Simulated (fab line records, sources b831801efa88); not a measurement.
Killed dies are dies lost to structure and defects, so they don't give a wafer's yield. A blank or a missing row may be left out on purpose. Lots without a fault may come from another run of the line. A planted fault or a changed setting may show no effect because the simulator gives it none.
Which tool did it? | flow sky130 | 11 lots, 33 wafers sampled, at 4 steps of a route of 708

WHAT THE GAUGES READ, wafer by wafer
The record holds no reading of a measuring or inspecting step that can be judged against a usual standard deviation.

WHICH TOOL RAN EACH LOT (tool, then ch and the chambers of the sampled wafers, then the start)
lot  | SKY_METAL3_ETCH_17                 | SKY_PASSIVATION_EXPOSE_08           | SKY_PASSIVATION_STRIP_12             | SKY_PAD_OPEN_STRIP_08
L869 | rie_diel-01 ch 1,2,3, day 38 12:58 | iline_stepper-01 ch 0, day 44 06:13 | plasma_asher-02 ch 0,1, day 44 17:13 | plasma_asher-02 ch 0,1, day 45 14:47
L871 | rie_diel-02 ch 2,3, day 39 13:37   | iline_stepper-02 ch 0, day 45 04:50 | plasma_asher-02 ch 0,1, day 45 15:19 | plasma_asher-02 ch 0,1, day 46 11:50
L873 | rie_diel-02 ch 1,3, day 39 16:31   | iline_stepper-02 ch 0, day 45 06:10 | plasma_asher-03 ch 0,1, day 45 16:04 | plasma_asher-02 ch 0,1, day 46 12:55
L876 | rie_diel-04 ch 1,2,3, day 40 21:49 | iline_stepper-02 ch 0, day 46 11:04 | plasma_asher-01 ch 0,1, day 46 21:15 | plasma_asher-01 ch 0,1, day 47 17:18
L877 | rie_diel-02 ch 1,2, day 40 22:22   | iline_stepper-02 ch 0, day 46 10:53 | plasma_asher-03 ch 0,1, day 46 21:13 | plasma_asher-04 ch 0,1, day 47 16:57
L880 | rie_diel-02 ch 2,3, day 41 19:49   | iline_stepper-02 ch 0, day 47 02:24 | plasma_asher-03 ch 1, day 47 12:07   | plasma_asher-02 ch 0,1, day 48 07:37
L879 | rie_diel-01 ch 2,3, day 41 20:29   | iline_stepper-02 ch 0, day 47 03:57 | plasma_asher-01 ch 0,1, day 47 13:26 | plasma_asher-02 ch 0,1, day 48 09:09
L887 | rie_diel-04 ch 2,3, day 43 19:40   | iline_stepper-01 ch 0, day 48 19:26 | plasma_asher-03 ch 1, day 49 04:40   | plasma_asher-01 ch 0,1, day 49 21:34
L889 | rie_diel-04 ch 0,2, day 44 05:22   | iline_stepper-01 ch 0, day 49 03:39 | plasma_asher-01 ch 0, day 49 12:26   | plasma_asher-01 ch 0,1, day 50 05:01
L890 | rie_diel-01 ch 0,1,3, day 44 11:43 | iline_stepper-01 ch 0, day 49 08:38 | plasma_asher-03 ch 0,1, day 49 17:25 | plasma_asher-01 ch 0,1, day 50 09:07
L892 | rie_diel-02 ch 1,2,3, day 45 15:05 | iline_stepper-01 ch 0, day 50 06:58 | plasma_asher-02 ch 0,1, day 50 14:17 | plasma_asher-02 ch 0,1, day 51 05:47
- SKY_METAL3_ETCH_17: etches SiO2 in C4F8/O2/Ar, stops on TiN, time 3.9 s, target depth 15 nm.
- SKY_PASSIVATION_EXPOSE_08: exposes mask NSM, target cd 3000 nm.
- SKY_PASSIVATION_STRIP_12: strips in O2/N2.
- SKY_PAD_OPEN_STRIP_08: strips in O2/N2.

WHAT THE TOOLS THEMSELVES READ (means of the sampled wafers that have a number; where no wafer has one, the mark that the record gives instead)
SKY_METAL3_ETCH_17. Usual: oes_product_au 0.754 a.u., standard deviation 0.0069.
lot  | tool        | oes_product_au (a.u.) | flag
L869 | rie_diel-01 | 0.749                 |
L871 | rie_diel-02 | 0.760                 |
L873 | rie_diel-02 | 0.764                 |
L876 | rie_diel-04 | 0.757                 |
L877 | rie_diel-02 | 0.754                 |
L880 | rie_diel-02 | 0.757                 |
L879 | rie_diel-01 | 0.756                 |
L887 | rie_diel-04 | 0.755                 |
L889 | rie_diel-04 | 0.758                 |
L890 | rie_diel-01 | 0.753                 |
L892 | rie_diel-02 | 0.754                 |

SKY_PASSIVATION_EXPOSE_08. Usual: exposure_dose_mJ_cm2 259.91, standard deviation 0.23.
lot  | tool             | exposure_dose_mJ_cm2 | flag
L869 | iline_stepper-01 | 259.66               |
L871 | iline_stepper-02 | 260.14               |
L873 | iline_stepper-02 | 259.98               |
L876 | iline_stepper-02 | 291.48               | OFF
L877 | iline_stepper-02 | 291.49               | OFF
L880 | iline_stepper-02 | 291.56               | OFF
L879 | iline_stepper-02 | 291.48               | OFF
L887 | iline_stepper-01 | 259.71               |
L889 | iline_stepper-01 | 259.66               |
L890 | iline_stepper-01 | 260.06               |
L892 | iline_stepper-01 | 259.93               |

SKY_PASSIVATION_STRIP_12. Usual: drypump_motor_current_A 5.8 A, standard deviation 0.36; n2_flow_sccm 300.1 sccm, standard deviation 0.85; oes_product_au 0.661 a.u., standard deviation 0.0047; strip_time_to_endpoint_s 31.45 s, standard deviation 0.13.
lot  | tool            | drypump_motor_current_A (A) | n2_flow_sccm (sccm) | oes_product_au (a.u.) | strip_time_to_endpoint_s (s) | flag
L869 | plasma_asher-02 | 5.8                         | 299.6               | 0.664                 | 31.72                        |
L871 | plasma_asher-02 | 5.5                         | 300.4               | 0.657                 | 31.55                        |
L873 | plasma_asher-03 | 5.7                         | 299.1               | 0.662                 | 31.38                        |
L876 | plasma_asher-01 | 6.3                         | 299.6               | 0.660                 | 31.51                        |
L877 | plasma_asher-03 | 5.6                         | 299.6               | 0.660                 | 31.44                        |
L880 | plasma_asher-03 | 5.7                         | 299.8               | 0.658                 | 31.39                        |
L879 | plasma_asher-01 | 6.3                         | 299.9               | 0.661                 | 31.39                        |
L887 | plasma_asher-03 | 5.7                         | 299.7               | 0.661                 | 31.56                        |
L889 | plasma_asher-01 | 6.5                         | 300.6               | 0.662                 | 31.28                        |
L890 | plasma_asher-03 | 5.7                         | 299.9               | 0.662                 | 31.45                        |
L892 | plasma_asher-02 | 5.8                         | 299.9               | 0.663                 | 31.38                        |

SKY_PAD_OPEN_STRIP_08. Usual: drypump_motor_current_A 5.8 A, standard deviation 0.36; n2_flow_sccm 300.1 sccm, standard deviation 0.8; oes_product_au 0.663 a.u., standard deviation 0.0045.
lot  | tool            | drypump_motor_current_A (A) | n2_flow_sccm (sccm) | oes_product_au (a.u.) | flag
L869 | plasma_asher-02 | 5.8                         | 299.8               | 0.662                 |
L871 | plasma_asher-02 | 5.8                         | 299.8               | 0.661                 |
L873 | plasma_asher-02 | 5.8                         | 300.0               | 0.661                 |
L876 | plasma_asher-01 | 6.2                         | 299.9               | 0.664                 |
L877 | plasma_asher-04 | 5.6                         | 300.8               | 0.667                 |
L880 | plasma_asher-02 | 5.8                         | 300.2               | 0.666                 |
L879 | plasma_asher-02 | 5.5                         | 299.7               | 0.665                 |
L887 | plasma_asher-01 | 6.3                         | 300.4               | 0.659                 |
L889 | plasma_asher-01 | 6.3                         | 299.9               | 0.660                 |
L890 | plasma_asher-01 | 6.3                         | 300.0               | 0.665                 |
L892 | plasma_asher-02 | 5.5                         | 298.6               | 0.662                 |

THE ANSWER, worked out from the rows above alone
Rule: a lot is off if the mean of its wafers that have a number lies more than 3 standard deviations from the usual mean. A lot without any number at a reading at which 4 lots or more have one is off too. The other lots that the step has rows for count as sound. The gauges are gone through in route order, then the tools' own readings, and for those a lot's mean is taken as printed above. The first step at which some lot is off is used, and at that step the reading that is off furthest; a lot without a number counts as furthest.
Off: L876, L877, L880, L879, at SKY_PASSIVATION_EXPOSE_08 (exposure_dose_mJ_cm2).
A tool fits if, at that step or a process step before it, it ran every lot that is off, and no sound lot after the first of them. One fits: iline_stepper-02 at SKY_PASSIVATION_EXPOSE_08. Its last sound lot is L873 (day 45 06:10), its first lot that is off L877 (day 46 10:53): a fault that began between those two fits.
The tool's own readings at SKY_PASSIVATION_EXPOSE_08 bear it out: on the lots that are off they differ by more than 5 times the standard deviation of the sound lots' means. exposure_dose_mJ_cm2 reads 291.50 there against 259.88 on the sound lots.

WHAT THE SIMULATOR HAD PUT IN
Process parameter drift: iline_stepper-02, from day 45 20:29 on, at SKY_PASSIVATION_EXPOSE_08. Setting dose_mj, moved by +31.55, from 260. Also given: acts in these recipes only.
Lots struck among those shown: L876, L877, L880, L879. The rule above found the same.
